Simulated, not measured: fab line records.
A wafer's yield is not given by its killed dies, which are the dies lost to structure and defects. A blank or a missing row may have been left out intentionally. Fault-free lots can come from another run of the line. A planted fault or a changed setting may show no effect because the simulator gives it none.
fab line records ; flow sky130 ; part 2 of 2: steps 29 to 36 of 36
record lots=5; wafers=15; lastDay=49
route steps=708 shown VIA1@469 METAL2@483
lots that met no fault: from a run of the same line without faults
startH: hours from the record's first day to the start of the lot's first wafer shown ; waitH: hours elapsed since this lot's preceding step ; " identical to the entry in the row above ; L1.1+2: a row that stands for several wafers ; - no value, or no start was given ; * or withheld: withheld ; < > ~ a bound
route shown NAME@n: NAME is a module with steps in the file, n the number in the route of the first one ; usual: mean/standard deviation taken from wafers without a fault ; same: alike in all rows ; chamber/n: place in a boat ; sites: each site's reading ; _std_site: standard deviation of those values ; _edge_site: mean of outer sites minus mean of inner sites ; radiusMm: how far each site lies from the wafer's centre ; mask NAME#n: copy n ; behind: the tool/chamber that last shaped the wafer ; hold: why the lot went on hold/how many hours it stayed there/how the hold came to an end ; device: the n, p or np transistor that did not switch ; end of line: the route-end tests of the same wafers ; a step without rows: its recipe alone ; killed: dies that structure and defects cost at the first sort, which is not the same as the wafer's yield ; map: shows each die of a wafer: x if killed, . if not, _ if none is there
set.NAME: the setting the step ran with; set.NAME@STEP: the setting that earlier step ran with ; model.NAME: the simulator's own value behind a step, which no gauge read
certain route steps with their lots: each step a table, each wafer a row
services: when a tool's chamber went out of use (startH, in hours from the record's first day, below 0 if earlier), for how many hours, and the reason
## steps
# step SKY_METAL2_DEVELOP_14
# recipe developTimeS=60; resist=KrF-thick; devTempC=21
# usual developerTempC=20.98/0.11
lot.wafer;tool;chamber;startH;waitH;developerTempC
L079.2;lithoTrack-02;0;-;-;21.09
L079.4;lithoTrack-02;0;-;-;21.04
L079.5;lithoTrack-02;0;-;-;20.98
L084.3;lithoTrack-02;0;-;-;20.91
L084.5;lithoTrack-02;0;-;-;20.83
L084.6;lithoTrack-02;0;-;-;20.99
L086.2;lithoTrack-03;0;-;-;20.97
L086.5;lithoTrack-03;0;-;-;20.95
L086.6;lithoTrack-03;0;-;-;21.00
L087.1;lithoTrack-03;0;-;-;21.09
L087.5;lithoTrack-03;0;-;-;20.94
L087.6;lithoTrack-03;0;-;-;21.10
L090.1;lithoTrack-02;0;-;-;21.05
L090.2;lithoTrack-02;0;-;-;20.81
L090.6;lithoTrack-02;0;-;-;20.95
# step SKY_METAL2_CD_MEAS_15
# recipe targetCdNm=140
# usual cdNm=140.3/1.4
lot.wafer;tool;chamber;startH;waitH;cdNm
L079.2;cdSem-02;-;862.95;-;140.1
L079.4;cdSem-02;-;862.95;-;140.3
L079.5;cdSem-02;-;862.95;-;139.5
L084.3;cdSem-01;-;892.87;-;138.6
L084.5;cdSem-01;-;892.87;-;138.2
L084.6;cdSem-01;-;892.87;-;137.6
L086.2;cdSem-02;-;903.46;-;140.0
L086.5;cdSem-02;-;903.46;-;139.1
L086.6;cdSem-02;-;903.46;-;141.5
L087.1;cdSem-01;-;916.44;-;139.6
L087.5;cdSem-01;-;916.44;-;139.5
L087.6;cdSem-01;-;916.44;-;140.7
L090.1;cdSem-02;-;941.48;-;141.5
L090.2;cdSem-02;-;941.48;-;141.8
L090.6;cdSem-02;-;941.48;-;140.8
# step SKY_METAL2_OVL_MEAS_16
# usual METAL2_OVL=-2/4.7
lot.wafer;tool;chamber;startH;waitH;METAL2_OVL[nm]
L079.2;overlay-01;-;863.05;0.1;-2
L079.4;overlay-01;-;863.05;0.1;-7
L079.5;overlay-01;-;863.05;0.1;-5
L084.3;overlay-02;-;892.96;0.1;-3
L084.5;overlay-02;-;892.96;0.1;-1
L084.6;overlay-02;-;892.96;0.1;-4
L086.2;overlay-02;-;903.57;0.1;-5
L086.5;overlay-02;-;903.57;0.1;-6
L086.6;overlay-02;-;903.57;0.1;-4
L087.1;overlay-02;-;916.56;0.1;-4
L087.5;overlay-02;-;916.56;0.1;0
L087.6;overlay-02;-;916.56;0.1;5
L090.1;overlay-01;-;941.60;0.1;-3
L090.2;overlay-01;-;941.60;0.1;-4
L090.6;overlay-01;-;941.60;0.1;-1
# step SKY_METAL2_DESCUM_17
# recipe chemistry=O2; sourcePowerW=150; biasPowerW=0; pressureMtorr=10; tempC=40; timeS=8
# usual drypumpMotorCurrentA=5.6/0.37; oesProductAu=0.994/0.016
lot.wafer;tool;chamber;startH;waitH;drypumpMotorCurrentA;oesProductAu;rfHoursCounterH
L079.2;rieMetal-03;0;863.08;0.0;5.0;0.987;1
L079.4;rieMetal-03;1;863.08;0.0;6.2;1.006;-
L079.5;rieMetal-03;0;863.08;0.0;5.0;0.985;-
L084.3;rieMetal-04;0;892.99;0.0;5.7;1.012;-
L084.5;rieMetal-04;0;892.99;0.0;5.7;1.007;-
L084.6;rieMetal-04;1;892.99;0.0;5.7;0.966;-
L086.2;rieMetal-03;0;903.60;0.0;5.0;0.999;2
L086.5;rieMetal-03;1;903.60;0.0;6.2;1.026;-
L086.6;rieMetal-03;0;903.60;0.0;5.0;0.991;-
L087.1;rieMetal-03;0;916.60;0.0;5.0;0.988;3
L087.5;rieMetal-03;0;916.60;0.0;5.0;0.991;-
L087.6;rieMetal-03;1;916.60;0.0;6.2;1.013;-
L090.1;rieMetal-03;1;941.63;0.0;6.2;1.025;18
L090.2;rieMetal-03;0;941.63;0.0;5.0;0.996;4
L090.6;rieMetal-03;0;941.63;0.0;5.0;1.000;-
# step SKY_METAL2_ETCH_18
# recipe chemistry=N2/H2; target=BARC; ionEnergyEv=200; biasW=100; pressureMtorr=30; n2FlowSccm=100; h2FlowSccm=200; icpW=500; stopOn=SiO2; timeS=45.9; targetDepthA=600
# usual drypumpMotorCurrentA=5.6/0.37; h2FlowSccm=199.9/0.64; oesProductAu=0.855/0.0048; throttleValvePct=13.225/0.009
lot.wafer;tool;chamber;startH;waitH;drypumpMotorCurrentA;h2FlowSccm;oesProductAu;rfHoursCounterH;throttleValvePct
L079.2;rieMetal-03;0;863.11;0.0;5.0;201.3;0.860;1;13.233
L079.4;rieMetal-03;1;863.11;0.0;6.2;199.7;0.854;-;13.218
L079.5;rieMetal-03;0;863.11;0.0;5.0;200.8;0.860;-;13.216
L084.3;rieMetal-04;0;893.03;0.0;5.7;199.9;0.852;-;13.226
L084.5;rieMetal-04;0;893.03;0.0;5.8;199.4;0.845;-;13.226
L084.6;rieMetal-04;1;893.03;0.0;5.7;200.5;0.852;-;13.222
L086.2;rieMetal-03;0;903.63;0.0;5.0;199.9;0.862;2;13.221
L086.5;rieMetal-03;1;903.63;0.0;6.2;200.2;0.858;-;13.223
L086.6;rieMetal-03;0;903.63;0.0;5.0;200.4;0.852;-;13.228
L087.1;rieMetal-03;0;916.63;0.0;5.0;199.8;0.862;3;13.226
L087.5;rieMetal-03;0;916.63;0.0;5.0;200.7;0.861;-;13.222
L087.6;rieMetal-03;1;916.63;0.0;6.2;200.2;0.860;-;13.207
L090.1;rieMetal-03;1;941.66;0.0;6.1;199.3;0.859;18;13.230
L090.2;rieMetal-03;0;941.66;0.0;5.0;199.6;0.859;4;13.213
L090.6;rieMetal-03;0;941.66;0.0;5.0;199.0;0.855;-;13.222
# step SKY_METAL2_METAL_ETCH_19
# recipe targetDepthA=3600; stopOn=SiO2; overEtchFrac=0.3; timeS=78; chemistry=Cl2/BCl3; resistSidewallDeg=88; pressureMtorr=10; icpW=900; biasW=48.5; Cl2_flow_sccm=60; bcl3FlowSccm=30
# usual drypumpMotorCurrentA=5.6/0.37; oesProductAu=0.855/0.0062; throttleValvePct=22.264/0.0084
lot.wafer;tool;chamber;startH;waitH;drypumpMotorCurrentA;oesProductAu;rfHoursCounterH;throttleValvePct
L079.2;rieMetal-03;0;863.18;0.0;5.0;0.861;1;22.267
L079.4;rieMetal-03;1;863.18;0.0;6.1;0.862;-;22.250
L079.5;rieMetal-03;0;863.18;0.0;5.0;0.860;-;22.266
L084.3;rieMetal-04;0;893.11;0.1;5.8;0.853;-;22.283
L084.5;rieMetal-04;0;893.11;0.1;5.8;0.850;-;22.267
L084.6;rieMetal-04;1;893.11;0.1;5.7;0.860;-;22.265
L086.2;rieMetal-03;0;903.69;0.0;5.0;0.847;2;22.263
L086.5;rieMetal-03;1;903.69;0.0;6.2;0.850;-;22.278
L086.6;rieMetal-03;0;903.69;0.0;5.0;0.862;-;22.267
L087.1;rieMetal-03;0;916.69;0.0;5.0;0.850;3;22.263
L087.5;rieMetal-03;0;916.69;0.0;5.0;0.867;-;22.263
L087.6;rieMetal-03;1;916.69;0.0;6.2;0.866;-;22.265
L090.1;rieMetal-03;1;941.73;0.0;6.1;0.853;18;22.264
L090.2;rieMetal-03;0;941.73;0.0;5.0;0.864;4;22.268
L090.6;rieMetal-03;0;941.73;0.0;5.0;0.860;-;22.264
# step SKY_METAL2_STRIP_20
# recipe chemistry=O2/N2; powerW=1400; pressureMtorr=1500; platenTempC=withheld; o2FlowSccm=3000; n2FlowSccm=300; overashFraction=0.5
# usual drypumpMotorCurrentA=5.59/0.19; oesProductAu=0.344/0.0053; stripTimeToEndpointS=2.73/0.075
lot.wafer;tool;chamber;startH;waitH;drypumpMotorCurrentA;oesProductAu;rfHoursCounterH;stripTimeToEndpointS
L079.2;plasmaAsher-02;0;863.27;0.1;5.36;0.340;105;2.69
L079.4;plasmaAsher-02;1;863.27;0.1;5.60;0.340;-;2.61
L079.5;plasmaAsher-02;0;863.27;0.1;5.35;0.340;-;2.69
L084.3;plasmaAsher-03;1;893.20;0.1;5.68;0.337;-;2.63
L084.5;plasmaAsher-03;1;893.20;0.1;5.70;0.332;-;2.62
L084.6;plasmaAsher-03;0;893.20;0.1;5.66;0.352;-;2.79
L086.2;plasmaAsher-03;1;903.78;0.1;5.66;0.346;46;2.79
L086.5;plasmaAsher-03;0;903.78;0.1;5.64;0.341;-;2.64
L086.6;plasmaAsher-03;1;903.78;0.1;5.67;0.343;-;2.76
L087.1;plasmaAsher-02;1;916.78;0.1;5.62;0.340;111;2.72
L087.5;plasmaAsher-02;1;916.78;0.1;5.59;0.345;-;2.75
L087.6;plasmaAsher-02;0;916.78;0.1;5.35;0.345;-;2.62
L090.1;plasmaAsher-01;0;941.82;0.1;5.46;0.341;20;2.64
L090.2;plasmaAsher-01;1;941.82;0.1;5.96;0.347;20;2.72
L090.6;plasmaAsher-01;0;941.82;0.1;5.46;0.342;-;2.78
# step SKY_METAL2_STRIP_21
# recipe chemistry=postEtchResidueRemover; timeS=1200; tempC=72.5
lot.wafer;tool;chamber;startH;waitH
L079.2+4+5;wetBench-04;2;863.37;0.1
L084.3+5+6;wetBench-01;1;893.27;0.0
L086.2+5+6;wetBench-04;0;903.88;0.1
L087.1+5+6;wetBench-01;2;916.88;0.1
L090.1+2+6;wetBench-01;2;941.92;0.1
## services
tool;chamber;startH;hours;kind
cvdW-02;1;819.17;5.3;repair
pvdSputter-02;-;825.97;2.5;repair
rieDiel-01;2;841.19;2.6;repair
rieDiel-04;-;852.17;2.8;pm
rieDiel-03;1;852.93;1.3;repair
rieDiel-04;1;857.42;30.1;repair
rieMetal-04;-;861.35;2.0;repair
krfScanner-02;-;863.19;2.9;repair
pvdSputter-02;-;866.86;5.3;repair
pvdSputter-01;-;871.03;0.7;repair
pvdSputter-03;-;880.05;2.3;repair
krfScanner-02;-;886.82;0.8;pm
cvdW-01;1;887.48;15.9;repair
krfScanner-02;-;888.13;0.5;repair
plasmaAsher-04;-;901.04;14.6;pm
pvdSputter-03;-;904.78;3.0;repair
rieDiel-03;0;905.80;64.4;repair
krfScanner-02;-;907.46;1.3;pm
rieMetal-04;-;917.03;1.4;pm
krfScanner-02;-;919.46;5.1;repair
wetBench-01;-;919.69;4.4;pm
plasmaAsher-03;-;930.47;0.9;repair
plasmaAsher-01;-;930.95;2.0;repair
wetBench-03;-;935.19;1.9;pm
